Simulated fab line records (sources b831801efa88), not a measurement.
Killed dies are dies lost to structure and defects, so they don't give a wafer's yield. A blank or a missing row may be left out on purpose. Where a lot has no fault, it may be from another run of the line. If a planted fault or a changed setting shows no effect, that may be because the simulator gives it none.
A struck lot beside a sound one ; flow sky130 ; 15 steps out of a route of 708
Sound: the wafers L679.2, L679.5, L679.6. Wafers L689.1, L689.4, L689.5 were the ones struck. The cause is given at the end.
Per side, at each step with rows, come the tool, then ch with its chambers, and then its first start. Under that, the readings that differ: sound wafers ; struck wafers ; difference of the means ; sigmas: that difference in standard deviations of wafers without a fault.
alike: readings whose means differ by less than 2 such deviations, and words and numbers that are the same on both sides. not compared: withheld readings, readings that some wafer has no value for, bounds like >300 that may hide the same value, and numbers for which the record gives no deviation and whose values overlap.
Wherever a step has rows on one side only, a row that says differs or no value, or a row with sigmas, the two part there. When numbers do not overlap yet have no deviation, they are printed without sigmas and do not part them. Lack of a reading on every wafer of one side parts them only where that side has two or more wafers.

SKY_FIELD_ISO_THK_MEAS_02:
  struck on film-metro-04, day 4 20:28; sound on film-metro-02, day 2 17:38
  alike: FIELD_ISO_OXIDATION_00_THK
then, 1 step without rows for these wafers: SKY_FIELD_ISO_CVD_03 (deposits Si3N4 from DCS/NH3, target thk 165 nm, time 2747 s).
SKY_FIELD_ISO_THK_MEAS_04:
  struck on film-metro-02, day 4 23:12; sound on film-metro-03, day 2 20:44
  alike: FIELD_ISO_CVD_03_THK
then, 8 steps without rows for these wafers: SKY_FIELD_ISO_DEHYDRATE_05 (time 60 s); SKY_FIELD_ISO_HMDS_06 (prime time 60 s); SKY_FIELD_ISO_COAT_07 (resist thk 60 nm); SKY_FIELD_ISO_COAT_08 (resist thk 450 nm); SKY_FIELD_ISO_SOFTBAKE_09 (time 90 s); SKY_FIELD_ISO_EXPOSE_10 (exposes mask FOM, target cd 150 nm); SKY_FIELD_ISO_PEB_11; SKY_FIELD_ISO_DEVELOP_12 (develop time 60 s).
SKY_FIELD_ISO_CD_MEAS_13: target cd 150 nm.
  struck on cd-sem-02, day 5 16:36; sound on cd-sem-02, day 3 12:11
  alike: cd-nm
SKY_FIELD_ISO_ETCH_14: etches BARC in N2/H2, stops on SiO2, time 45.9 s, target depth 60 nm.
  sound on rie-diel-03 ch 1,2, day 3 12:17; struck on rie-diel-04 ch 0,3, day 5 16:43
reading;sound;struck;difference;sigmas
model.KrF-thick_of_FIELD_ISO_COAT_08.thk-nm (nm);390.8 391.8 390.2;386.6 387.1 385.9;-4.4;
  alike: drypump-motor-current-A, h2-flow-sccm, oes-product-au, throttle-valve-pct
  not compared: rf-hours-counter-h
SKY_FIELD_ISO_ETCH_15: etches the open film in CHF3/O2, stops on Si, target depth 180 nm, time 72 s.
  sound on rie-diel-03 ch 1,2, day 3 12:20; struck on rie-diel-04 ch 0,3, day 5 16:46
reading;sound;struck;difference;sigmas
model.KrF-thick_of_FIELD_ISO_COAT_08.thk-nm (nm);232.1 232.8 231.2;230.8 231 229;-1.8;
  alike: drypump-motor-current-A, oes-product-au, throttle-valve-pct
  not compared: rf-hours-counter-h
SKY_FIELD_ISO_STRIP_16: strips in O2/N2.
  sound on plasma-asher-04 ch 0,1, day 3 12:23; struck on plasma-asher-03 ch 0,1, day 5 16:49
  alike: drypump-motor-current-A, o2-flow-sccm, oes-product-au, strip-time-to-endpoint-s
  not compared: rf-hours-counter-h

## WHERE THEY PART
Nowhere in this record.

WHY: the cause the simulator had injected
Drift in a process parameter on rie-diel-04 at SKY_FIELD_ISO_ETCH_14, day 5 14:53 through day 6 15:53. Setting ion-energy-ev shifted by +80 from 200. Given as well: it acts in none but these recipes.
